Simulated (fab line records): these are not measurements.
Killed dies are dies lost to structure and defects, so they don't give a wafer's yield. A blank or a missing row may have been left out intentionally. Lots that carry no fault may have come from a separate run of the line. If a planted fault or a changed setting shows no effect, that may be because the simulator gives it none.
Struck lot and sound lot, side by side -- flow sky130 -- 15 steps out of a route of 708
Sound: the wafers L502.1, L502.3, L502.5. The struck wafers were L509.3, L509.5, L509.6. Last of all comes the cause.
Per side, at each step with rows, come the tool, then ch with its chambers, and then its first start. Under that, the readings that differ: sound wafers -- struck wafers -- difference of the means -- sigmas: that difference in standard deviations of wafers without a fault.
alike: a reading whose means differ by less than 2 such deviations, as well as words and numbers matching on both sides. not compared: withheld readings; readings where some wafer has no value; bounds like >300 that might hide an equal value; numbers whose values overlap and for which the record gives no deviation.
A row with sigmas, a row that says differs or no value, or rows on one side alone: a step with any of these is where the two part. Non-overlapping numbers with no deviation appear without sigmas and do not part them. Lack of a reading on every wafer of one side parts them only where that side has two or more wafers.

first, 1 step without rows for these wafers: SKY_POLY_GATE_OXIDATION_20 (stabilise 600 s, purge 300 s, target thk 4 nm).
SKY_POLY_GATE_THK_MEAS_21:
  sound on film-metro-01, day 20 08:04; struck on film-metro-04, day 23 14:55
  alike: POLY_GATE_OXIDATION_THK
SKY_POLY_GATE_CD_MEAS_22:
  sound on cd-sem-02, day 20 08:07; struck on cd-sem-02, day 23 15:01
  alike: cd-nm
then, 7 steps without rows for these wafers: SKY_LDD_N_DEHYDRATE_00 (time 60 s); SKY_LDD_N_HMDS_01 (prime time 60 s); SKY_LDD_N_COAT_02 (resist thk 300 nm); SKY_LDD_N_SOFTBAKE_03 (time 60 s); SKY_LDD_N_EXPOSE_04 (exposes mask NTM, target cd 840 nm); SKY_LDD_N_PEB_05; SKY_LDD_N_DEVELOP_06 (develop time 60 s).
SKY_LDD_N_OVL_MEAS_07:
  sound on overlay-01, day 21 13:49; struck on overlay-02, day 24 21:07
  alike: LDD_N_OVL
following that, these wafers have no rows for 1 step: SKY_LDD_N_IMPLANT_08.
SKY_LDD_N_IMPLANT_09:
  sound on implanter-02 ch 0, day 21 13:59; struck on implanter-02 ch 0, day 24 21:20
reading,sound,struck,difference,sigmas
dose-ions-cm2,7.516e+13 7.504e+13 7.513e+13,8.789e+13 8.78e+13 8.792e+13,+1.276e+13,+99 or more
faraday-current-uA,412 426 417,483 488 487,+68,+8
following that, these wafers have no rows for 1 step: SKY_LDD_N_IMPLANT_10.
-- the record jumps here: 26 days lie between the struck wafers' starts before and after (it left off in module LDD_N and takes up again in module PAD_OPEN, whose first step shown is number 708 of the route) --
SKY_PAD_OPEN_PROBE_99:
  sound on prober-01, day 48 10:37; struck on prober-02, day 50 12:10
reading,sound,struck,difference,sigmas
model.etest.tip-n.rs-ohm-sq,440.4 442.1 442.5,428.5 429 426.1,-13.8,
  alike: killed_at_M0_to_M3, killed_at_M4_up, killed-at-contacts, killed-at-front-end, killed-at-other, killed-dies, killed-open, killed-short

## WHERE THEY PART
At SKY_LDD_N_IMPLANT_09 and nowhere else, as far as this record goes. Later steps at which nothing parts them and some readings are alike: SKY_PAD_OPEN_PROBE_99.

WHY: what the simulator had put in
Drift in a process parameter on implanter-02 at SKY_LDD_N_IMPLANT_09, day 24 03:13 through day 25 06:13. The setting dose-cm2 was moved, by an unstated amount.
